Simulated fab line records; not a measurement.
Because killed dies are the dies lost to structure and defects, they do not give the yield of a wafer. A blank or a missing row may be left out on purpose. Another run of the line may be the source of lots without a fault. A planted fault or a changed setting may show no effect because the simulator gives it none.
Shared-tool check :: flow gf180mcu :: 12 lots, 45 wafers sampled

## REASON FOR OPENING
At GF_MVSD_TW_MEAS_11 the reading MVSD_TW is flagged on 3 of 12 lots. Wafers without a fault read 1574, standard deviation 12.
Rule: a lot is flagged in two cases, either no wafer of it has a number, or all its wafers with numbers fall more than 4 standard deviations from that mean. All remaining lots are regarded as sound.

lot: L564
measured: day 4 10:24
on: film metro-01
MVSD_TW, wafer by wafer: 1551 1554 1557
flag: 

lot: L565
measured: day 4 16:19
on: film metro-01
MVSD_TW, wafer by wafer: 1556 1553 1551
flag: 

lot: L566
measured: day 5 02:06
on: film metro-02
MVSD_TW, wafer by wafer: 1569 1569 1576
flag: 

lot: L567
measured: day 5 04:49
on: film metro-04
MVSD_TW, wafer by wafer: 1588 1575 1576
flag: 

lot: L570
measured: day 6 01:37
on: film metro-04
MVSD_TW, wafer by wafer: 1581 1585 1578
flag: 

lot: L571
measured: day 6 04:20
on: film metro-04
MVSD_TW, wafer by wafer: 1590 1587 1591
flag: 

lot: L574
measured: day 6 21:26
on: film metro-01
MVSD_TW, wafer by wafer: 1305 1305 1309 1310 1303 1307
flag: FLAGGED

lot: L578
measured: day 7 20:58
on: film metro-04
MVSD_TW, wafer by wafer: 1326 1325 1329 1336 1323 1324
flag: FLAGGED

lot: L579
measured: day 8 04:39
on: film metro-02
MVSD_TW, wafer by wafer: 1317 1321 1333 1326 1323 1317
flag: FLAGGED

lot: L582
measured: day 8 22:13
on: film metro-01
MVSD_TW, wafer by wafer: 1567 1564 1562
flag: 

lot: L586
measured: day 9 21:19
on: film metro-01
MVSD_TW, wafer by wafer: 1562 1563 1559
flag: 

lot: L587
measured: day 10 06:51
on: film metro-01
MVSD_TW, wafer by wafer: 1553 1552 1560
flag: 
The numbers of the flagged lots are 1319 on average: -255 against the usual, or -21 standard deviations.

## LOT BY LOT: THE TOOL USED
2 process steps preceding the reading are held in the record, out of 602 steps in the route. In each cell: the tool, then ch and the chambers that the sampled wafers went through, then the start.
lot: L564
flag: 
GF_STI_STRIP_15: plasma asher-04 ch 0,1, day 2 00:47
GF_MVSD_IMPLANT_08: implanter-04 ch 0, day 4 10:01

lot: L565
flag: 
GF_STI_STRIP_15: plasma asher-04 ch 0,1, day 2 07:10
GF_MVSD_IMPLANT_08: implanter-02 ch 0, day 4 15:56

lot: L566
flag: 
GF_STI_STRIP_15: plasma asher-02 ch 0,1, day 2 14:26
GF_MVSD_IMPLANT_08: implanter-02 ch 0, day 5 01:42

lot: L567
flag: 
GF_STI_STRIP_15: plasma asher-01 ch 0,1, day 2 17:20
GF_MVSD_IMPLANT_08: implanter-04 ch 0, day 5 04:28

lot: L570
flag: 
GF_STI_STRIP_15: plasma asher-04 ch 0,1, day 3 08:32
GF_MVSD_IMPLANT_08: implanter-04 ch 0, day 6 01:14

lot: L571
flag: 
GF_STI_STRIP_15: plasma asher-01 ch 0,1, day 3 13:43
GF_MVSD_IMPLANT_08: implanter-02 ch 0, day 6 03:56

lot: L574
flag: FLAGGED
GF_STI_STRIP_15: plasma asher-04 ch 0,1, day 4 06:14
GF_MVSD_IMPLANT_08: implanter-04 ch 0, day 6 21:02

lot: L578
flag: FLAGGED
GF_STI_STRIP_15: plasma asher-02 ch 0,1, day 5 02:02
GF_MVSD_IMPLANT_08: implanter-04 ch 0, day 7 20:35

lot: L579
flag: FLAGGED
GF_STI_STRIP_15: plasma asher-04 ch 0,1, day 5 07:53
GF_MVSD_IMPLANT_08: implanter-04 ch 0, day 8 04:16

lot: L582
flag: 
GF_STI_STRIP_15: plasma asher-02 ch 0,1, day 5 21:58
GF_MVSD_IMPLANT_08: implanter-02 ch 0, day 8 21:50

lot: L586
flag: 
GF_STI_STRIP_15: plasma asher-01 ch 0,1, day 6 21:02
GF_MVSD_IMPLANT_08: implanter-02 ch 0, day 9 20:56

lot: L587
flag: 
GF_STI_STRIP_15: plasma asher-04 ch 0,1, day 7 01:23
GF_MVSD_IMPLANT_08: implanter-04 ch 0, day 10 06:28
These steps, and what they do:
- GF_STI_STRIP_15: strips in O2/N2.
- GF_MVSD_IMPLANT_08
- GF_MVSD_TW_MEAS_11

## FLAGGED OVER TOTAL, TOOL BY TOOL (the gauges that took the reading come last)
step: GF_STI_STRIP_15
tool: plasma asher-01
lots run: 3
flagged: 0
share of the flagged lots: none
sound lots run after its first flagged lot: -

step: GF_STI_STRIP_15
tool: plasma asher-02
lots run: 3
flagged: 1
share of the flagged lots: some
sound lots run after its first flagged lot: 1 (L582)

step: GF_STI_STRIP_15
tool: plasma asher-04
lots run: 6
flagged: 2
share of the flagged lots: some
sound lots run after its first flagged lot: 1 (L587)

step: GF_MVSD_IMPLANT_08
tool: implanter-02
lots run: 5
flagged: 0
share of the flagged lots: none
sound lots run after its first flagged lot: -

step: GF_MVSD_IMPLANT_08
tool: implanter-04
lots run: 7
flagged: 3
share of the flagged lots: all
sound lots run after its first flagged lot: 1 (L587)

step: GF_MVSD_TW_MEAS_11
tool: film metro-01
lots run: 6
flagged: 1
share of the flagged lots: some
sound lots run after its first flagged lot: 3 (L582,L586,L587)

step: GF_MVSD_TW_MEAS_11
tool: film metro-02
lots run: 2
flagged: 1
share of the flagged lots: some
sound lots run after its first flagged lot: 0

step: GF_MVSD_TW_MEAS_11
tool: film metro-04
lots run: 4
flagged: 1
share of the flagged lots: some
sound lots run after its first flagged lot: 0

## THE TABLE: WHAT IT ALLOWS
1 row of the table ran every flagged lot: implanter-04 at GF_MVSD_IMPLANT_08.
- implanter-04 at GF_MVSD_IMPLANT_08 ran 7 lots, 3 of them flagged. Sound lots ran on it after the first flagged one (L587), which a lasting fault on the whole tool wouldn't allow. Its own readings (dose ions cm2, faraday current uA) fall more than 4 standard deviations out on all wafers of the flagged lots.
Every row of the table either missed a flagged lot or ran a sound lot after the first.

## WHAT THE SIMULATOR HAD INSERTED
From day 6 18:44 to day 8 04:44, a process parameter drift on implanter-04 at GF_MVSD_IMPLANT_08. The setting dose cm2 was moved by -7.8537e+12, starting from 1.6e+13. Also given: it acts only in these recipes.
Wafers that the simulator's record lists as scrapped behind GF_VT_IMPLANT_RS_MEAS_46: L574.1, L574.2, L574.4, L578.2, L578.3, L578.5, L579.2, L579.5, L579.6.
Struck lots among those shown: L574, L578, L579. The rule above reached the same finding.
